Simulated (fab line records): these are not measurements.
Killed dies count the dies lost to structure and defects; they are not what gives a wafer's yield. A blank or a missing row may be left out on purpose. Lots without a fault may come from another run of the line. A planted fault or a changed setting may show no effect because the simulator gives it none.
fab line records -- flow sfqLine
record lots=6, wafers=18, lastDay=90
route steps=325 shown I4@167 JJ@178 M5@198 M8@325
lots that met no fault: from a run of the same line without faults
startH: start of the lot's first displayed wafer, in hours after the record's first day -- waitH: time in hours since the lot's previous step -- " identical to the entry in the row above -- L1.1+2: a row that stands for several wafers -- - no value, or no start was given -- * or withheld: withheld -- < > ~ a bound
route shown NAME@n: names a module that has steps shown in the file, with the first one's number in the route -- usual: mean/standard deviation of fault-free wafers -- same: alike in all rows -- chamber/n: place in a boat -- sites: per-site readings -- _std_site: their standard deviation -- _edge_site: inner sites' mean taken away from outer sites' mean -- radiusMm: how far each site lies from the wafer's centre -- mask NAME#n: copy n -- behind: tool/chamber where the wafer was last shaped -- hold: why the lot went on hold/how many hours it stayed there/how the hold came to an end -- device: the transistor (n, p or np) that didn't switch -- end of line: the same wafers' tests at the end of the route -- where a step has no rows: the recipe by itself -- killed: at the first sort, the dies lost to defects and structure; wafer yield is something else -- map: a wafer's dies, x killed, . not, _ none there
set.NAME: the setting that was run; set.NAME@STEP: the one run at that earlier step -- model.NAME: the simulator's own value behind a step, which no gauge read
lots at selected steps of the route; one table per step, one row per wafer
services: a tool's chamber out of use, with start hour (startH, from the record's first day; less than 0 if before it), hours out, and reason
## steps
# step SFQ_TRILAYER_I4_VIA_LITHO_COAT_108
# recipe resist=BARC, spinRpm=3000, resistThkNm=62
# step SFQ_TRILAYER_I4_VIA_LITHO_COAT_103
# recipe resist=KrF, spinRpm=3000, resistThkNm=650
# step SFQ_TRILAYER_I4_VIA_LITHO_SOFTBAKE_107
# recipe tempC=withheld, timeS=withheld, resist=KrF
# step SFQ_TRILAYER_I4_VIA_LITHO_EXPOSE_104
# recipe maskId=I4, na=0.6, sourceShape=conventional, sigmaOuter=0.65, targetCdNm=700, doseMj=21.3
# step SFQ_TRILAYER_I4_VIA_LITHO_PEB_106
# recipe pebTempC=115, pebTimeS=60, resist=KrF
# step SFQ_TRILAYER_I4_VIA_LITHO_DEVELOP_105
# recipe timeS=60, resist=KrF
# step SFQ_I4_OVL_MEAS_928
# usual I4_OVL=3/5.4
lot.wafer,tool,chamber,startH,waitH,I4_OVL[nm]
L196.1,overlay-02,-,1070.47,0.1,7
L196.4,overlay-02,-,1070.47,0.1,3
L196.6,overlay-02,-,1070.47,0.1,-1
L207.1,overlay-02,-,1307.08,0.1,3
L207.4,overlay-02,-,1307.08,0.1,6
L207.5,overlay-02,-,1307.08,0.1,12
L209.2,overlay-01,-,1331.08,0.1,9
L209.5,overlay-01,-,1331.08,0.1,-1
L209.6,overlay-01,-,1331.08,0.1,10
L210.1,overlay-02,-,1334.08,0.1,1
L210.2,overlay-02,-,1334.08,0.1,-3
L210.4,overlay-02,-,1334.08,0.1,8
L211.3,overlay-01,-,1337.79,0.1,-8
L211.4,overlay-01,-,1337.79,0.1,-10
L211.5,overlay-01,-,1337.79,0.1,-8
L214.2,overlay-02,-,1369.48,0.1,2
L214.3,overlay-02,-,1369.48,0.1,-6
L214.6,overlay-02,-,1369.48,0.1,2
# step SFQ_TRILAYER_I4_VIA_BARC_OPEN_VIA_ETCH_146
# recipe maskMaterial=PR, chemistry=O2, targetDepthNm=125, target=BARC, sourceW=480.5, biasW=80, pressureMtorr=30, timeS=41.7
# step SFQ_TRILAYER_I4_VIA_ETCH_VIA_ETCH_106
# recipe target=SiO2, stopOn=Nb, maskMaterial=PR, taperDeg=20, chemistry=CHF3, targetDepthNm=260, sourceW=500, biasW=80, pressureMtorr=30, timeS=withheld
# usual drypumpMotorCurrentA=5.7/0.38, oesProductAu=0.855/0.005
lot.wafer,tool,chamber,startH,waitH,drypumpMotorCurrentA,oesProductAu
L196.1,rieDiel-02,3,1070.54,0.0,5.4,0.850
L196.4,rieDiel-02,2,1070.54,0.0,6.1,0.863
L196.6,rieDiel-02,0,1070.54,0.0,5.1,0.857
L207.1,rieDiel-02,2,1307.15,0.0,6.1,0.848
L207.4,rieDiel-02,3,1307.15,0.0,5.5,0.852
L207.5,rieDiel-02,0,1307.15,0.0,5.1,0.846
L209.2,rieDiel-02,2,1331.15,0.0,6.1,0.850
L209.5,rieDiel-02,0,1331.15,0.0,5.1,0.860
L209.6,rieDiel-02,1,1331.15,0.0,5.9,0.850
L210.1,rieDiel-01,1,1334.15,0.0,5.8,0.861
L210.2,rieDiel-01,0,1334.15,0.0,5.4,0.852
L210.4,rieDiel-01,2,1334.15,0.0,6.3,0.849
L211.3,rieDiel-03,1,1337.85,0.0,5.9,0.852
L211.4,rieDiel-03,3,1337.85,0.0,6.0,0.859
L211.5,rieDiel-03,0,1337.85,0.0,5.2,0.858
L214.2,rieDiel-03,0,1369.55,0.0,5.2,0.854
L214.3,rieDiel-03,2,1369.55,0.0,5.7,0.851
L214.6,rieDiel-03,3,1369.55,0.0,6.0,0.856
# step SFQ_TRILAYER_I4_VIA_STRIP_STRIP_107
# recipe gas=O2, powerW=200, platenTempC=40, overashFraction=0.65, chemistry=O2, pressureMtorr=50
# step SFQ_TRILAYER_I4_VIA_STRIP_SOLV_CLEAN_108
# recipe chemistry=NMP, tempC=70, timeS=600
# step SFQ_TRILAYER_JJ_TRILAYER_DEP_PRE_CLEAN_113
# recipe gas=Ar, timeS=22.5, biasV=250
# step SFQ_TRILAYER_JJ_TRILAYER_DEP_SPUTTER_109
# recipe material=Nb, basePressurePa=1.33e-06, chamberPressurePa=0.1333, substrateTempC=20, targetThkNm=150, powerW=2000, timeS=100
# usual cathodeDcPowerW=2000.0/0.36, throttleValvePct=30.2/1.1
lot.wafer,tool,chamber,startH,waitH,cathodeDcPowerW,throttleValvePct,model.Nb_of_TRILAYER_JJ_TRILAYER_DEP_SPUTTER_109.thkNm
L196.1,pvdSputter-05,-,1072.06,0.0,2000.2,30.7,150.8
L196.4,pvdSputter-05,-,1072.06,0.0,1999.9,30.9,150.1
L196.6,pvdSputter-05,-,1072.06,0.0,1999.7,30.6,149.6
L207.1,pvdSputter-04,-,1308.07,0.0,1999.8,29.8,150.3
L207.4,pvdSputter-04,-,1308.07,0.0,1999.4,29.3,150.6
L207.5,pvdSputter-04,-,1308.07,0.0,1999.5,31.2,151.1
L209.2,pvdSputter-04,-,1332.07,0.0,2119.0,29.9,158.6
L209.5,pvdSputter-04,-,1332.07,0.0,1999.1,31.2,150.4
L209.6,pvdSputter-04,-,1332.07,0.0,2000.0,29.1,152.4
L210.1,pvdSputter-03,-,1335.07,0.0,1999.8,31.8,147.5
L210.2,pvdSputter-03,-,1335.07,0.0,1999.9,30.7,147
L210.4,pvdSputter-03,-,1335.07,0.0,2000.1,30.4,148.4
L211.3,pvdSputter-04,-,1338.77,0.0,2000.2,30.7,147.1
L211.4,pvdSputter-04,-,1338.77,0.0,1999.8,31.2,147.3
L211.5,pvdSputter-04,-,1338.77,0.0,2117.5,29.8,156
L214.2,pvdSputter-05,-,1370.47,0.0,2000.2,31.1,150.1
L214.3,pvdSputter-05,-,1370.47,0.0,2000.5,30.5,150.2
L214.6,pvdSputter-05,-,1370.47,0.0,2000.6,30.6,149.5
# step SFQ_TRILAYER_JJ_TRILAYER_DEP_SPUTTER_110
# recipe material=Al, basePressurePa=1.33e-06, targetThkNm=8, powerW=500, timeS=10, chamberPressurePa=0.4
# usual cathodeDcPowerW=500.00/0.086, throttleValvePct=30.2/1.1
lot.wafer,tool,chamber,startH,waitH,cathodeDcPowerW,throttleValvePct
L196.1,pvdSputter-05,-,1072.13,0.0,500.01,30.6
L196.4,pvdSputter-05,-,1072.13,0.0,499.98,31.1
L196.6,pvdSputter-05,-,1072.13,0.0,500.08,30.6
L207.1,pvdSputter-04,-,1308.14,0.0,499.94,29.8
L207.4,pvdSputter-04,-,1308.14,0.0,500.02,28.9
L207.5,pvdSputter-04,-,1308.14,0.0,500.16,31.3
L209.2,pvdSputter-04,-,1332.14,0.0,499.93,29.9
L209.5,pvdSputter-04,-,1332.14,0.0,499.86,31.5
L209.6,pvdSputter-04,-,1332.14,0.0,499.97,29.1
L210.1,pvdSputter-03,-,1335.14,0.0,499.99,31.7
L210.2,pvdSputter-03,-,1335.14,0.0,500.17,30.7
L210.4,pvdSputter-03,-,1335.14,0.0,499.99,30.4
L211.3,pvdSputter-04,-,1338.84,0.0,500.04,30.9
L211.4,pvdSputter-04,-,1338.84,0.0,499.89,31.2
L211.5,pvdSputter-04,-,1338.84,0.0,499.98,29.7
L214.2,pvdSputter-05,-,1370.54,0.0,500.05,31.0
L214.3,pvdSputter-05,-,1370.54,0.0,499.89,30.6
L214.6,pvdSputter-05,-,1370.54,0.0,500.05,30.7
# step SFQ_TRILAYER_JJ_TRILAYER_DEP_AL_OXIDATION_111
# recipe pressureMbar=0.014667, oxidationTimeS=600, temperatureK=293
# step SFQ_TRILAYER_JJ_TRILAYER_DEP_SPUTTER_112
# recipe material=Nb, basePressurePa=1.33e-06, chamberPressurePa=0.1333, substrateTempC=20, targetThkNm=170, powerW=2000, timeS=113.3
# usual cathodeDcPowerW=2000.0/0.35, throttleValvePct=30.2/1.1
lot.wafer,tool,chamber,startH,waitH,cathodeDcPowerW,throttleValvePct
L196.1,pvdSputter-05,-,1073.16,0.5,2000.3,30.4
L196.4,pvdSputter-05,-,1073.16,0.5,1999.8,31.1
L196.6,pvdSputter-05,-,1073.16,0.5,2000.4,30.4
L207.1,pvdSputter-04,-,1309.16,0.5,2000.5,29.9
L207.4,pvdSputter-04,-,1309.16,0.5,2000.3,28.8
L207.5,pvdSputter-04,-,1309.16,0.5,2000.1,31.2
L209.2,pvdSputter-04,-,1333.16,0.5,2000.1,30.1
L209.5,pvdSputter-04,-,1333.16,0.5,1999.8,31.3
L209.6,pvdSputter-04,-,1333.16,0.5,2000.1,29.0
L210.1,pvdSputter-03,-,1336.16,0.5,2000.1,31.6
L210.2,pvdSputter-03,-,1336.16,0.5,2000.0,30.6
L210.4,pvdSputter-03,-,1336.16,0.5,1999.7,30.3
L211.3,pvdSputter-04,-,1339.86,0.5,1999.4,31.0
L211.4,pvdSputter-04,-,1339.86,0.5,2000.3,31.0
L211.5,pvdSputter-04,-,1339.86,0.5,2000.0,30.2
L214.2,pvdSputter-05,-,1371.56,0.5,1999.7,31.0
L214.3,pvdSputter-05,-,1371.56,0.5,1999.8,30.6
L214.6,pvdSputter-05,-,1371.56,0.5,1999.5,30.4
# step SFQ_JJ_RS_MEAS_929
# recipe thkMeasGauge=four-point-probe, reads=Nb_of_TRILAYER_JJ_TRILAYER_DEP_SPUTTER_112
# usual JJ_NB_RS=1.049/0.012
lot.wafer,tool,chamber,startH,waitH,JJ_NB_RS[ohm/sq]
L196.1,filmMetro-04,-,1073.24,0.0,1.084
L196.4,filmMetro-04,-,1073.24,0.0,1.071
L196.6,filmMetro-04,-,1073.24,0.0,1.090
L207.1,filmMetro-03,-,1309.24,0.0,1.045
L207.4,filmMetro-03,-,1309.24,0.0,1.034
L207.5,filmMetro-03,-,1309.24,0.0,1.030
L209.2,filmMetro-04,-,1333.26,0.1,1.061
L209.5,filmMetro-04,-,1333.26,0.1,1.054
L209.6,filmMetro-04,-,1333.26,0.1,1.058
L210.1,filmMetro-04,-,1336.24,0.0,1.049
L210.2,filmMetro-04,-,1336.24,0.0,1.037
L210.4,filmMetro-04,-,1336.24,0.0,1.044
L211.3,filmMetro-04,-,1339.98,0.1,1.048
L211.4,filmMetro-04,-,1339.98,0.1,1.056
L211.5,filmMetro-04,-,1339.98,0.1,1.055
L214.2,filmMetro-04,-,1371.66,0.1,1.050
L214.3,filmMetro-04,-,1371.66,0.1,1.061
L214.6,filmMetro-04,-,1371.66,0.1,1.060
# step SFQ_TRILAYER_JJ_CE_LITHO_COAT_119
# recipe resist=BARC, spinRpm=3000, resistThkNm=62
# step SFQ_TRILAYER_JJ_CE_LITHO_COAT_114
# recipe resist=KrF, spinRpm=3000, resistThkNm=600
# step SFQ_TRILAYER_JJ_CE_LITHO_SOFTBAKE_118
# recipe tempC=withheld, timeS=withheld, resist=KrF
# step SFQ_TRILAYER_JJ_CE_LITHO_EXPOSE_115
# recipe maskId=J5, na=0.6, sourceShape=conventional, sigmaOuter=0.65, targetCdNm=700, doseMj=14.4
# step SFQ_TRILAYER_JJ_CE_LITHO_PEB_117
# recipe pebTempC=115, pebTimeS=60, resist=KrF
# step SFQ_TRILAYER_JJ_CE_LITHO_DEVELOP_116
# recipe timeS=60, resist=KrF
# step SFQ_JJ_OVL_MEAS_931
# usual J5_OVL=2/4.8
lot.wafer,tool,chamber,startH,waitH,J5_OVL[nm]
L196.1,overlay-01,-,1198.66,0.1,6
L196.4,overlay-01,-,1198.66,0.1,-1
L196.6,overlay-01,-,1198.66,0.1,5
L207.1,overlay-01,-,1311.96,0.1,5
L207.4,overlay-01,-,1311.96,0.1,9
L207.5,overlay-01,-,1311.96,0.1,3
L209.2,overlay-01,-,1336.58,0.1,13
L209.5,overlay-01,-,1336.58,0.1,7
L209.6,overlay-01,-,1336.58,0.1,6
L210.1,overlay-01,-,1338.98,0.1,7
L210.2,overlay-01,-,1338.98,0.1,4
L210.4,overlay-01,-,1338.98,0.1,0
L211.3,overlay-01,-,1342.75,0.1,0
L211.4,overlay-01,-,1342.75,0.1,2
L211.5,overlay-01,-,1342.75,0.1,3
L214.2,overlay-02,-,1374.68,0.1,-4
L214.3,overlay-02,-,1374.68,0.1,-9
L214.6,overlay-02,-,1374.68,0.1,-6
# step SFQ_TRILAYER_JJ_CE_METRO_MEASURE_117
# step SFQ_TRILAYER_JJ_CE_BARC_OPEN_RIE_150
# recipe maskMaterial=PR, chemistry=O2, targetDepthNm=240, target=BARC, icpW=600, biasW=80, pressureMtorr=10, timeS=80
# step SFQ_TRILAYER_JJ_CE_ETCH_RIE_118
# recipe target=Nb, stopOn=Al2O3, maskMaterial=PR, taperDeg=13.257, overEtchFrac=0.15, timeS=97.7, chemistry=SF6, targetDepthNm=170, icpW=600, biasW=80, pressureMtorr=10
# step SFQ_TRILAYER_JJ_ANODIZE_ANODIZE_119
# recipe currentDensityMaCm2=withheld, endCurrentDensityMaCm2=withheld, bathTempC=withheld
# step SFQ_TRILAYER_JJ_CE_STRIP_STRIP_120
# recipe gas=O2, powerW=202.3, platenTempC=40, overashFraction=0.65, chemistry=O2, pressureMtorr=50
# usual drypumpMotorCurrentA=5.9/0.4, oesProductAu=1.001/0.0089, platenTempC=40.00/0.12
lot.wafer,tool,chamber,startH,waitH,drypumpMotorCurrentA,oesProductAu,platenTempC,rfHoursCounterH
L196.1,rieMetal-02,1,1200.60,0.0,5.4,0.998,40.01,105
L196.4,rieMetal-02,1,1200.60,0.0,5.4,0.993,40.02,-
L196.6,rieMetal-02,1,1200.60,0.0,5.4,0.987,39.92,-
L207.1,rieMetal-03,1,1313.89,0.0,6.0,1.012,40.16,13
L207.4,rieMetal-03,1,1313.89,0.0,6.0,1.010,40.16,-
L207.5,rieMetal-03,1,1313.89,0.0,6.0,0.997,40.03,-
L209.2,rieMetal-02,0,1338.51,0.0,6.3,0.995,40.05,120
L209.5,rieMetal-02,0,1338.51,0.0,6.3,0.997,40.10,-
L209.6,rieMetal-02,1,1338.51,0.0,5.5,1.009,39.94,-
L210.1,rieMetal-02,1,1340.91,0.0,5.5,1.001,39.96,124
L210.2,rieMetal-02,0,1340.91,0.0,6.3,0.995,39.85,120
L210.4,rieMetal-02,0,1340.91,0.0,6.3,0.994,39.90,-
L211.3,rieMetal-02,1,1344.87,0.2,5.4,1.002,39.88,-
L211.4,rieMetal-02,0,1344.87,0.2,6.3,0.993,39.86,-
L211.5,rieMetal-02,1,1344.87,0.2,5.4,0.998,39.94,-
L214.2,rieMetal-03,1,1376.61,0.0,6.0,0.999,39.91,22
L214.3,rieMetal-03,1,1376.61,0.0,6.0,1.020,39.91,-
L214.6,rieMetal-03,1,1376.61,0.0,6.0,1.005,40.00,-
# step SFQ_TRILAYER_JJ_CE_STRIP_SOLV_CLEAN_121
# recipe chemistry=NMP, tempC=70, timeS=600
# step SFQ_TRILAYER_M5_LITHO_COAT_128
# recipe resist=BARC, spinRpm=3000, resistThkNm=62
# step SFQ_TRILAYER_M5_LITHO_COAT_123
# recipe resist=KrF, spinRpm=3000, resistThkNm=600
# step SFQ_TRILAYER_M5_LITHO_SOFTBAKE_127
# recipe tempC=withheld, timeS=withheld, resist=KrF
# step SFQ_TRILAYER_M5_LITHO_EXPOSE_124
# recipe maskId=M5, na=0.6, sourceShape=conventional, sigmaOuter=0.65, targetCdNm=700, doseMj=14.4
# step SFQ_TRILAYER_M5_LITHO_PEB_126
# recipe pebTempC=115, pebTimeS=60, resist=KrF
# step SFQ_TRILAYER_M5_LITHO_DEVELOP_125
# recipe timeS=60, resist=KrF
# step SFQ_M5_OVL_MEAS_932
# usual M5_OVL=6/6
lot.wafer,tool,chamber,startH,waitH,M5_OVL[nm]
L196.1,overlay-02,-,1203.62,0.1,10
L196.4,overlay-02,-,1203.62,0.1,-3
L196.6,overlay-02,-,1203.62,0.1,3
L207.1,overlay-01,-,1316.92,0.1,10
L207.4,overlay-01,-,1316.92,0.1,11
L207.5,overlay-01,-,1316.92,0.1,12
L209.2,overlay-01,-,1341.54,0.1,1
L209.5,overlay-01,-,1341.54,0.1,10
L209.6,overlay-01,-,1341.54,0.1,4
L210.1,overlay-01,-,1343.94,0.1,6
L210.2,overlay-01,-,1343.94,0.1,18
L210.4,overlay-01,-,1343.94,0.1,15
L211.3,overlay-01,-,1347.71,0.1,6
L211.4,overlay-01,-,1347.71,0.1,10
L211.5,overlay-01,-,1347.71,0.1,19
L214.2,overlay-02,-,1379.66,0.1,6
L214.3,overlay-02,-,1379.66,0.1,7
L214.6,overlay-02,-,1379.66,0.1,12
# step SFQ_TRILAYER_M5_BARC_OPEN_METAL_ETCH_161
# recipe maskMaterial=PR, chemistry=O2, targetDepthNm=125, target=BARC, icpW=589.1, biasW=80, pressureMtorr=10, timeS=41.7
# step SFQ_TRILAYER_M5_ETCH_METAL_ETCH_126
# recipe target=Nb, stopOn=SiO2, maskMaterial=PR, overEtchFrac=0.15, timeS=203.2, chemistry=Cl2/BCl3, targetDepthNm=265, icpW=600, biasW=80, pressureMtorr=10
# usual drypumpMotorCurrentA=6.07/0.28, oesProductAu=0.727/0.0054
lot.wafer,tool,chamber,startH,waitH,drypumpMotorCurrentA,oesProductAu,rfHoursCounterH,model.etch.depthNm,model.M5.featureDepthNm
L196.1,rieMetal-01,1,1203.72,0.0,5.91,0.734,56,150.8,163.2
L196.4,rieMetal-01,1,1203.72,0.0,5.90,0.728,-,150.1,162.5
L196.6,rieMetal-01,0,1203.72,0.0,6.47,0.731,-,149.6,161.9
L207.1,rieMetal-02,0,1317.01,0.0,6.31,0.733,116,150.3,162.5
L207.4,rieMetal-02,1,1317.01,0.0,5.44,0.729,-,150.6,163
L207.5,rieMetal-02,0,1317.01,0.0,6.33,0.737,-,151.1,163.2
L209.2,rieMetal-03,0,1341.63,0.0,6.11,0.746,75,158.6,171.2
L209.5,rieMetal-03,0,1341.63,0.0,6.11,0.732,-,150.4,163.1
L209.6,rieMetal-03,1,1341.63,0.0,6.00,0.731,-,152.4,164.8
L210.1,rieMetal-03,1,1344.03,0.0,5.99,0.722,18,147.5,160
L210.2,rieMetal-03,0,1344.03,0.0,6.07,0.721,76,147,159.7
L210.4,rieMetal-03,1,1344.03,0.0,6.00,0.724,-,148.4,160.9
L211.3,rieMetal-03,1,1347.86,0.1,6.02,0.715,-,147.1,159.5
L211.4,rieMetal-03,0,1347.86,0.1,6.11,0.722,-,147.3,159.8
L211.5,rieMetal-03,1,1347.86,0.1,6.00,0.746,-,156,168.4
L214.2,rieMetal-01,0,1379.75,0.0,6.47,0.730,3,150.1,162.3
L214.3,rieMetal-01,1,1379.75,0.0,5.90,0.722,-,150.2,162.6
L214.6,rieMetal-01,0,1379.75,0.0,6.44,0.721,-,149.5,161.6
# step SFQ_TRILAYER_M5_STRIP_STRIP_127
# recipe gas=O2, powerW=200, platenTempC=40, overashFraction=0.65, chemistry=O2, pressureMtorr=50
# usual drypumpMotorCurrentA=6.07/0.28, oesProductAu=1.001/0.0095, platenTempC=40.00/0.12
lot.wafer,tool,chamber,startH,waitH,drypumpMotorCurrentA,oesProductAu,platenTempC,rfHoursCounterH
L196.1,rieMetal-01,1,1203.91,0.1,5.86,0.994,40.12,56
L196.4,rieMetal-01,1,1203.91,0.1,5.87,1.003,39.99,-
L196.6,rieMetal-01,0,1203.91,0.1,6.44,0.992,39.93,-
L207.1,rieMetal-02,0,1317.21,0.1,6.29,0.980,40.00,117
L207.4,rieMetal-02,1,1317.21,0.1,5.43,0.993,39.81,-
L207.5,rieMetal-02,0,1317.21,0.1,6.33,0.984,39.94,-
L209.2,rieMetal-03,0,1341.83,0.1,6.09,1.004,39.89,75
L209.5,rieMetal-03,0,1341.83,0.1,6.09,1.010,40.09,-
L209.6,rieMetal-03,1,1341.83,0.1,6.00,1.008,39.85,-
L210.1,rieMetal-03,1,1344.23,0.1,6.01,1.021,39.85,18
L210.2,rieMetal-03,0,1344.23,0.1,6.11,1.020,40.07,76
L210.4,rieMetal-03,1,1344.23,0.1,6.01,1.009,39.93,-
L211.3,rieMetal-03,1,1348.19,0.3,5.99,1.013,40.14,-
L211.4,rieMetal-03,0,1348.19,0.3,6.11,1.012,39.94,-
L211.5,rieMetal-03,1,1348.19,0.3,6.00,1.008,40.06,-
L214.2,rieMetal-01,0,1379.94,0.1,6.47,0.991,40.18,3
L214.3,rieMetal-01,1,1379.94,0.1,5.87,0.990,40.16,-
L214.6,rieMetal-01,0,1379.94,0.1,6.46,0.981,39.99,-
# step SFQ_TRILAYER_M5_STRIP_SOLV_CLEAN_128
# recipe chemistry=NMP, tempC=70, timeS=600
# step SFQ_M8_BOW_MEAS_951
# recipe mode=bow
# usual M8_BOW=9/10
lot.wafer,tool,chamber,startH,waitH,M8_BOW[um],model.etest.m5.ohmUm,model.etest.i4.linkOhm,model.etest.m5.ohmSq,model.etest.i5.linkOhm
L196.1,filmMetro-01,-,2065.71,0.0,1,1.692,2.171,1.183,2.258
L196.4,filmMetro-01,-,2065.71,0.0,-10,1.7,2.187,1.188,2.272
L196.6,filmMetro-01,-,2065.71,0.0,-9,1.707,2.175,1.192,2.282
L207.1,filmMetro-02,-,2111.78,0.0,26,1.696,2.168,1.186,2.268
L207.4,filmMetro-02,-,2111.78,0.0,16,1.688,2.169,1.184,2.261
L207.5,filmMetro-02,-,2111.78,0.0,26,1.686,2.166,1.18,2.264
L209.2,filmMetro-03,-,2129.64,0.0,-12,1.609,2.106,1.125,2.231
L209.5,filmMetro-03,-,2129.64,0.0,2,1.697,2.173,1.186,2.273
L209.6,filmMetro-03,-,2129.64,0.0,6,1.672,2.152,1.17,2.259
L210.1,filmMetro-01,-,2135.71,0.0,16,1.734,2.187,1.209,2.3
L210.2,filmMetro-01,-,2135.71,0.0,-2,1.736,2.189,1.213,2.292
L210.4,filmMetro-01,-,2135.71,0.0,11,1.721,2.187,1.202,2.289
L211.3,filmMetro-03,-,2136.95,0.0,24,1.734,2.216,1.212,2.29
L211.4,filmMetro-03,-,2136.95,0.0,13,1.735,2.206,1.211,2.285
L211.5,filmMetro-03,-,2136.95,0.0,21,1.633,2.132,1.143,2.218
L214.2,filmMetro-03,-,2160.04,0.0,14,1.702,2.164,1.188,2.273
L214.3,filmMetro-03,-,2160.04,0.0,12,1.696,2.17,1.187,2.281
L214.6,filmMetro-03,-,2160.04,0.0,13,1.707,2.172,1.193,2.277
## services
tool,chamber,startH,hours,kind
pvdSputter-05,-,1046.92,1.5,repair
pvdSputter-05,-,1058.64,5.4,repair
rieMetal-01,-,1103.14,1.4,pm
pvdSputter-05,-,1132.50,1.9,repair
rieMetal-01,-,1140.41,2.8,pm
rieDiel-03,3,1148.17,6.1,repair
pvdSputter-03,-,1165.81,2.9,repair
rieDiel-03,2,1166.11,5.1,repair
rieDiel-02,1,1176.34,29.6,repair
rieMetal-03,-,1182.65,0.5,repair
rieMetal-02,-,1189.74,2.8,pm
pvdSputter-03,-,1191.40,0.7,repair
rieMetal-02,-,1219.29,0.8,repair
rieDiel-01,3,1244.99,4.2,repair
pvdSputter-04,-,1248.97,8.8,repair
rieDiel-03,-,1268.17,2.0,repair
rieDiel-02,2,1268.24,15.8,repair
rieMetal-03,-,1268.64,2.8,pm
rieMetal-01,-,1272.33,0.2,repair
rieDiel-02,3,1292.72,6.1,repair
rieMetal-02,-,1295.42,1.4,pm
pvdSputter-05,-,1296.85,3.3,repair
pvdSputter-05,-,1325.11,19.0,repair
rieDiel-02,3,1379.43,6.4,repair
## key
firstSign step=SFQ_TRILAYER_JJ_TRILAYER_DEP_SPUTTER_109, reading=cathodeDcPowerW, direction=up, sigmas=99+, usual=2000.0, struck=2118.3
effect step=SFQ_TRILAYER_M5_ETCH_METAL_ETCH_126, reading=oesProductAu, direction=up, sigmas=3.5, usual=0.727, struck=0.746
modelEffect step=SFQ_TRILAYER_JJ_TRILAYER_DEP_SPUTTER_109, value=Nb_of_TRILAYER_JJ_TRILAYER_DEP_SPUTTER_109.thkNm, without=148.4, struck=157.3
modelEffect step=SFQ_TRILAYER_M5_ETCH_METAL_ETCH_126, value=etch.depthNm, without=148.4, struck=157.3
modelEffect step=SFQ_M8_BOW_MEAS_951, value=etest.m5.ohmUm, without=1.718, struck=1.621
metAt SFQ_TRILAYER_JJ_TRILAYER_DEP_SPUTTER_109
struckWafers L209.2,L211.5
onsetBetween 1308.07 1332.07
fault kind=processParameterDrift, tool=pvdSputter-04, chamber=-, onsetH=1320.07, steps=SFQ_TRILAYER_JJ_TRILAYER_DEP_SPUTTER_109, channel=powerW, offset=118.42, shape=step, endH=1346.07, actsIn=theseRecipesOnly, stated=2000, scope=struckWafersOnly
